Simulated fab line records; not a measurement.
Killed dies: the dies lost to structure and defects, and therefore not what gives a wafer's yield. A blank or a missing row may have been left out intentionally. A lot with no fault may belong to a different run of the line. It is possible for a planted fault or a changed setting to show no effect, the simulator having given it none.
fab line records	flow gf180mcu
[record] lots = 15	wafers = 45	lastDay = 34
route steps=602 shown STI@31 DUAL_GATE@150 HV_LDD@198
lots that met no fault: taken from a fault-free run of the same line
startH: the number of hours between the record's first day and the start of the first shown wafer of the lot	waitH: hours since the lot's step before	" unchanged from the row above	L1.1+2: a single row standing in for several wafers	- no value present, or no start provided	* or withheld: withheld	< > ~ a bound
route shown NAME@n: a module of which the file shows steps, and the number in the route of the first	usual: mean and standard deviation over wafers with no fault	same: alike in all rows	chamber/n: place in a boat	sites: per-site readings	_std_site: standard deviation of those values	_edge_site: mean of outer sites minus mean of inner sites	radiusMm: how far each site lies from the wafer's centre	mask NAME#n: copy n	behind: the most recent tool/chamber to have shaped the wafer	hold: why the lot was held/for how many hours/how that ended	device: the n, p or np transistor that did not switch	end of line: tests run on the same wafers once the route is complete	for a step that has no rows: nothing shown but its recipe	killed: count of dies lost to structure and defects at first sort (not the wafer's yield)	map: a wafer's dies, x killed, . not, _ none there
set.NAME: the setting as run; set.NAME@STEP: as run at that earlier step	model.NAME: the simulator's own value behind a step, which no gauge read
one table for each step of the route and one row for each wafer, over a sample of lots
services: from which hour (startH, from the record's first day; less than 0 if before it) a tool's chamber was out of use, for how many hours, and why
[[steps]]
[step GF_STI_THK_MEAS_30]
[recipe] reads = SiO2_of_STI_OXIDATION_29
[usual] STI_OXIDATION_02_THK = 9.82/0.18
lot.wafer	tool	chamber	startH	waitH	STI_OXIDATION_02_THK[nm]
L718.1	filmMetro-04	-	37.90	0.0	9.63
L718.4	"	-	"	"	9.70
L718.6	"	-	"	"	9.74
L719.1	filmMetro-04	-	42.12	0.0	10.07
L719.3	"	-	"	"	10.03
L719.6	"	-	"	"	10.29
L721.1	filmMetro-04	-	50.32	0.0	10.16
L721.3	"	-	"	"	10.03
L721.6	"	-	"	"	10.05
L722.3	filmMetro-03	-	56.38	0.0	10.07
L722.5	"	-	"	"	9.60
L722.6	"	-	"	"	10.01
L723.2	filmMetro-04	-	60.91	0.0	9.67
L723.5	"	-	"	"	9.72
L723.6	"	-	"	"	9.81
L724.1	filmMetro-03	-	66.08	0.0	9.62
L724.2	"	-	"	"	9.50
L724.6	"	-	"	"	9.64
L725.2	filmMetro-03	-	71.86	0.0	9.78
L725.3	"	-	"	"	9.71
L725.6	"	-	"	"	9.68
L726.1	filmMetro-04	-	78.22	0.0	9.98
L726.4	"	-	"	"	10.05
L726.6	"	-	"	"	10.13
L727.2	filmMetro-04	-	82.66	0.0	10.08
L727.3	"	-	"	"	9.94
L727.4	"	-	"	"	10.03
L728.1	filmMetro-04	-	88.16	0.0	9.85
L728.3	"	-	"	"	9.87
L728.6	"	-	"	"	9.95
L729.1	filmMetro-03	-	92.29	0.0	10.05
L729.3	"	-	"	"	9.97
L729.6	"	-	"	"	9.93
L732.1	filmMetro-01	-	114.44	0.0	9.77
L732.3	"	-	"	"	9.82
L732.4	"	-	"	"	9.52
L738.1	filmMetro-01	-	140.00	0.0	9.84
L738.4	"	-	"	"	9.70
L738.6	"	-	"	"	9.84
L737.1	filmMetro-01	-	140.06	0.1	9.66
L737.4	"	-	"	"	9.75
L737.5	"	-	"	"	9.52
L739.3	filmMetro-01	-	145.13	0.0	9.77
L739.4	"	-	"	"	10.06
L739.6	"	-	"	"	9.70
[step GF_DUAL_GATE_PEB_09]
[recipe] tempC = withheld	timeS = *	resist = NOVOLAK
[usual] chillPlateTempC = *	exhaustPa = 45.1/0.92	resistLineTempC = *
lot.wafer	tool	chamber	startH	waitH	chillPlateTempC	exhaustPa	resistLineTempC
L718.1	lithoTrack-02	0	182.79	-	*	43.8	*
L718.4	"	0	"	"	*	44.1	*
L718.6	"	0	"	"	*	45.2	*
L719.1	lithoTrack-03	0	188.54	-	*	45.3	*
L719.3	"	0	"	"	*	46.4	*
L719.6	"	0	"	"	*	46.0	*
L721.1	lithoTrack-02	0	198.39	-	*	45.7	*
L721.3	"	0	"	"	*	45.9	*
L721.6	"	0	"	"	*	46.0	*
L722.3	lithoTrack-04	0	206.46	-	*	46.3	*
L722.5	"	0	"	"	*	45.9	*
L722.6	"	0	"	"	*	45.6	*
L723.2	lithoTrack-03	0	212.46	-	*	43.9	*
L723.5	"	0	"	"	*	45.9	*
L723.6	"	0	"	"	*	44.9	*
L724.1	lithoTrack-03	0	220.64	-	*	44.6	*
L724.2	"	0	"	"	*	44.3	*
L724.6	"	0	"	"	*	44.3	*
L725.2	lithoTrack-04	0	226.84	-	*	45.2	*
L725.3	"	0	"	"	*	45.0	*
L725.6	"	0	"	"	*	45.0	*
L726.1	lithoTrack-02	0	235.49	-	*	43.8	*
L726.4	"	0	"	"	*	44.9	*
L726.6	"	0	"	"	*	44.9	*
L727.2	lithoTrack-04	0	242.48	-	*	44.9	*
L727.3	"	0	"	"	*	45.0	*
L727.4	"	0	"	"	*	44.4	*
L728.1	lithoTrack-02	0	248.84	-	*	44.7	*
L728.3	"	0	"	"	*	46.4	*
L728.6	"	0	"	"	*	44.1	*
L729.1	lithoTrack-02	0	254.64	-	*	46.3	*
L729.3	"	0	"	"	*	46.5	*
L729.6	"	0	"	"	*	46.5	*
L732.1	lithoTrack-02	0	284.79	-	*	45.6	*
L732.3	"	0	"	"	*	46.7	*
L732.4	"	0	"	"	*	46.1	*
L738.1	lithoTrack-03	-	321.99	-	-	-	-
L738.4	"	-	"	"	-	-	-
L738.6	"	-	"	"	-	-	-
L737.1	lithoTrack-04	-	323.21	-	-	-	-
L737.4	"	-	"	"	-	-	-
L737.5	"	-	"	"	-	-	-
L739.3	lithoTrack-03	-	327.68	-	-	-	-
L739.4	"	-	"	"	-	-	-
L739.6	"	-	"	"	-	-	-
[step GF_DUAL_GATE_STRIP_13]
[recipe] chemistry = O2/N2	powerW = 1400	pressureMtorr = 1500	platenTempC = 250	o2FlowSccm = 3000	n2FlowSccm = 300	overashFraction = 0.5
[usual] drypumpMotorCurrentA = 5.80/0.17	heaterPowerW = 329/25	n2FlowSccm = 300.0/0.87	oesProductAu = 0.716/0.0044	platenTempC = 250.01/0.18	stripTimeToEndpointS = 12.62/0.031
lot.wafer	tool	chamber	startH	waitH	drypumpMotorCurrentA	heaterPowerW	n2FlowSccm	oesProductAu	platenTempC	rfHoursCounterH	stripTimeToEndpointS
L718.1	plasmaAsher-01	0	183.21	0.0	5.64	290	301.3	0.720	250.31	55	12.63
L718.4	"	0	"	"	5.66	288	299.9	0.721	250.01	-	12.62
L718.6	"	0	"	"	5.65	293	301.7	0.709	250.11	-	12.64
L719.1	plasmaAsher-02	1	188.95	0.0	5.82	299	298.4	0.721	250.02	51	12.67
L719.3	"	1	"	"	5.82	301	298.6	0.716	249.88	-	12.63
L719.6	"	1	"	"	5.83	294	298.7	0.720	250.31	-	12.61
L721.1	plasmaAsher-04	1	198.81	0.0	6.09	360	299.9	0.709	250.25	9	12.65
L721.3	"	1	"	"	6.05	356	298.7	0.713	250.03	-	12.65
L721.6	"	1	"	"	6.07	348	298.9	0.716	250.05	-	12.64
L722.3	plasmaAsher-01	0	206.86	0.0	5.64	288	300.1	0.715	250.26	-	12.59
L722.5	"	1	"	"	5.73	359	299.8	0.718	250.21	-	12.57
L722.6	"	0	"	"	5.63	294	298.5	0.720	249.74	-	12.63
L723.2	plasmaAsher-01	0	212.85	0.0	5.62	306	300.3	0.720	249.95	58	12.61
L723.5	"	0	"	"	5.66	298	300.0	0.713	249.86	-	12.64
L723.6	"	1	"	"	5.76	356	301.5	0.719	250.09	-	12.59
L724.1	plasmaAsher-01	1	221.06	0.0	5.70	363	298.5	0.713	250.03	58	12.57
L724.2	"	0	"	"	5.60	297	298.6	0.710	250.03	58	12.60
L724.6	"	0	"	"	5.62	306	298.8	0.726	250.16	-	12.56
L725.2	plasmaAsher-01	0	227.23	0.0	5.62	301	300.2	0.713	249.99	59	12.59
L725.3	"	0	"	"	5.61	301	300.2	0.719	250.01	-	12.62
L725.6	"	0	"	"	5.63	299	300.2	0.713	250.12	-	12.61
L726.1	plasmaAsher-04	0	235.90	0.0	5.89	337	299.7	0.720	249.92	13	12.61
L726.4	"	1	"	"	6.06	349	299.8	0.712	249.81	-	12.63
L726.6	"	0	"	"	5.91	333	299.7	0.713	250.04	-	12.60
L727.2	plasmaAsher-04	0	242.97	0.0	5.89	328	300.0	0.717	250.36	14	12.67
L727.3	"	1	"	"	6.08	340	299.3	0.714	250.02	-	12.64
L727.4	"	0	"	"	5.89	322	301.3	0.717	250.09	-	12.67
L728.1	plasmaAsher-04	0	249.25	0.0	5.91	325	300.3	0.715	250.21	15	12.67
L728.3	"	1	"	"	6.08	342	298.5	0.716	250.04	-	12.65
L728.6	"	1	"	"	6.09	351	300.2	0.717	250.19	-	12.62
L729.1	plasmaAsher-01	1	255.05	0.0	5.73	355	300.4	0.717	250.01	62	12.60
L729.3	"	1	"	"	5.71	351	300.2	0.717	250.25	-	12.59
L729.6	"	1	"	"	5.70	354	301.1	0.711	250.25	-	12.61
L732.1	plasmaAsher-04	1	285.21	0.0	6.07	349	300.1	0.726	249.73	18	12.63
L732.3	"	0	"	"	5.87	330	300.8	0.712	249.88	-	12.64
L732.4	"	1	"	"	6.08	350	300.7	0.715	250.01	-	12.63
L738.1	plasmaAsher-01	0	322.40	0.0	5.66	295	301.5	0.725	250.07	69	12.69
L738.4	"	0	"	"	5.65	295	301.7	0.722	250.34	-	12.65
L738.6	"	0	"	"	5.60	293	300.8	0.718	250.06	-	12.69
L737.1	plasmaAsher-04	0	323.63	0.0	5.88	327	300.5	0.714	249.88	22	12.61
L737.4	"	1	"	"	6.07	359	300.1	0.720	250.15	-	12.58
L737.5	"	1	"	"	6.06	361	301.3	0.721	250.11	-	12.61
L739.3	plasmaAsher-01	0	328.08	0.0	5.63	294	299.5	0.715	250.07	-	12.63
L739.4	"	1	"	"	5.71	360	300.1	0.720	250.19	-	12.60
L739.6	"	1	"	"	5.71	354	299.3	0.708	249.88	-	12.62
[step GF_HV_LDD_STRIP_22]
[recipe] chemistry = O2/N2	powerW = 1400	pressureMtorr = 1500	platenTempC = 250	o2FlowSccm = 3000	n2FlowSccm = 300	overashFraction = 0.5
[usual] drypumpMotorCurrentA = 5.72/0.12	heaterPowerW = 335/35	n2FlowSccm = 300.0/0.9	oesProductAu = 0.715/0.0044	platenTempC = 250.00/0.17	stripTimeToEndpointS = 12.63/0.04
lot.wafer	tool	chamber	startH	waitH	drypumpMotorCurrentA	heaterPowerW	n2FlowSccm	oesProductAu	platenTempC	rfHoursCounterH	stripTimeToEndpointS
L718.1	plasmaAsher-01	0	242.77	0.1	5.65	298	301.0	0.712	249.88	60	12.65
L718.4	"	0	"	"	5.64	295	300.0	0.716	250.07	-	12.66
L718.6	"	0	"	"	5.66	287	299.7	0.714	250.08	-	12.64
L719.1	plasmaAsher-03	0	249.64	0.1	5.69	383	300.6	0.717	249.82	46	12.57
L719.3	"	1	"	"	5.89	374	299.1	0.720	250.15	-	12.58
L719.6	"	1	"	"	5.89	381	300.1	0.716	250.17	-	12.58
L721.1	plasmaAsher-02	0	260.48	0.1	5.57	333	299.6	0.710	249.86	58	12.59
L721.3	"	0	"	"	5.56	324	299.4	0.710	249.85	-	12.59
L721.6	"	0	"	"	5.56	327	301.5	0.712	249.80	-	12.64
L722.3	plasmaAsher-02	0	268.13	0.1	5.56	329	299.1	0.720	250.07	-	12.58
L722.5	"	0	"	"	5.56	319	300.3	0.713	250.44	-	12.58
L722.6	"	1	"	"	5.82	300	299.7	0.717	249.92	-	12.61
L723.2	plasmaAsher-03	0	274.20	0.1	5.68	385	300.0	0.722	249.97	48	12.57
L723.5	"	0	"	"	5.69	380	299.9	0.716	250.01	-	12.57
L723.6	"	1	"	"	5.90	392	300.7	0.716	249.91	-	12.57
L724.1	plasmaAsher-02	1	284.22	0.1	5.83	304	302.1	0.714	250.21	60	12.63
L724.2	"	0	"	"	5.58	316	300.5	0.712	250.03	60	12.64
L724.6	"	0	"	"	5.57	324	301.2	0.716	249.93	-	12.64
L725.2	plasmaAsher-03	1	290.74	0.1	5.90	387	300.3	0.714	250.09	50	12.64
L725.3	"	1	"	"	5.93	388	299.7	0.710	249.99	-	12.62
L725.6	"	0	"	"	5.69	381	299.3	0.719	249.67	-	12.60
L726.1	plasmaAsher-01	0	297.62	0.1	5.67	300	300.7	0.711	249.82	66	12.59
L726.4	"	1	"	"	5.71	357	300.1	0.713	250.02	-	12.64
L726.6	"	0	"	"	5.66	297	301.6	0.714	249.87	-	12.59
L727.2	plasmaAsher-01	0	305.56	0.1	5.66	297	300.5	0.722	250.10	67	12.60
L727.3	"	1	"	"	5.71	347	300.4	0.712	249.94	-	12.56
L727.4	"	0	"	"	5.66	302	299.1	0.722	250.06	-	12.57
L728.1	plasmaAsher-01	1	315.74	0.1	5.71	360	299.2	0.717	249.94	68	12.68
L728.3	"	1	"	"	5.72	365	299.1	0.713	249.96	-	12.61
L728.6	"	1	"	"	5.70	345	300.0	0.722	249.98	-	12.64
L729.1	plasmaAsher-03	0	321.42	0.1	5.69	374	300.4	0.714	249.89	53	12.65
L729.3	"	1	"	"	5.94	382	299.0	0.720	250.06	-	12.67
L729.6	"	0	"	"	5.70	373	300.1	0.705	249.70	-	12.61
L732.1	plasmaAsher-02	1	353.29	0.1	5.83	289	300.4	0.718	250.19	67	12.60
L732.3	"	1	"	"	5.83	296	300.2	0.717	249.92	-	12.64
L732.4	"	0	"	"	5.56	330	299.9	0.715	249.84	-	12.64
L738.1	plasmaAsher-02	0	393.66	0.1	5.57	333	302.9	0.714	250.05	72	12.63
L738.4	"	1	"	"	5.83	300	298.2	0.715	250.05	-	12.62
L738.6	"	1	"	"	5.85	301	298.8	0.717	250.05	-	12.63
L737.1	plasmaAsher-02	1	394.47	0.1	5.81	292	299.4	0.720	250.33	72	12.68
L737.4	"	1	"	"	5.86	295	298.7	0.710	249.91	-	12.69
L737.5	"	0	"	"	5.55	326	299.5	0.707	250.27	-	12.72
L739.3	plasmaAsher-02	0	402.77	0.1	5.58	326	300.5	0.712	249.85	-	12.58
L739.4	"	1	"	"	5.84	296	300.8	0.707	249.55	-	12.59
L739.6	"	0	"	"	5.56	322	299.6	0.720	250.04	-	12.58
[[services]]
tool	chamber	startH	hours	kind
plasmaAsher-02	-	159.91	2.8	pm
plasmaAsher-02	-	254.40	1.1	repair
plasmaAsher-02	-	319.36	3.2	repair
plasmaAsher-01	-	347.33	2.2	repair
plasmaAsher-03	-	374.87	5.4	repair
[[key]]
[firstSign] step = GF_DUAL_GATE_PEB_09	reading = toolRecord	direction = missing
effect none on later readings
metAt GF_DUAL_GATE_PEB_09
struckLots L737,L738,L739
sortLeftOut L737.1,L737.4,L737.5,L738.1,L738.4,L738.6,L739.3,L739.4,L739.6
testerLeftOut L737,L738,L739
notActingAt GF_STI_THK_MEAS_30,GF_DUAL_GATE_STRIP_13,GF_HV_LDD_STRIP_22
onsetBetween 242.48 321.99
[fault] kind = skippedStepWhole	tool = lithoTrack-03,lithoTrack-04	chamber = -	onsetH = 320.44	steps = GF_DUAL_GATE_PEB_09	scope = struckLotsOnly
// testerLeftOut: of these lots the tester's yield and bins aren't shown, on N5 and GAA mostly nor the transistor test; their killed dies are dies lost to structure and defects alone, not to doping, threshold or leakage, so they don't give the yield
// sortLeftOut: the simulated sort isn't trusted on such a fault, so these wafers' sort isn't shown, and their yield isn't known
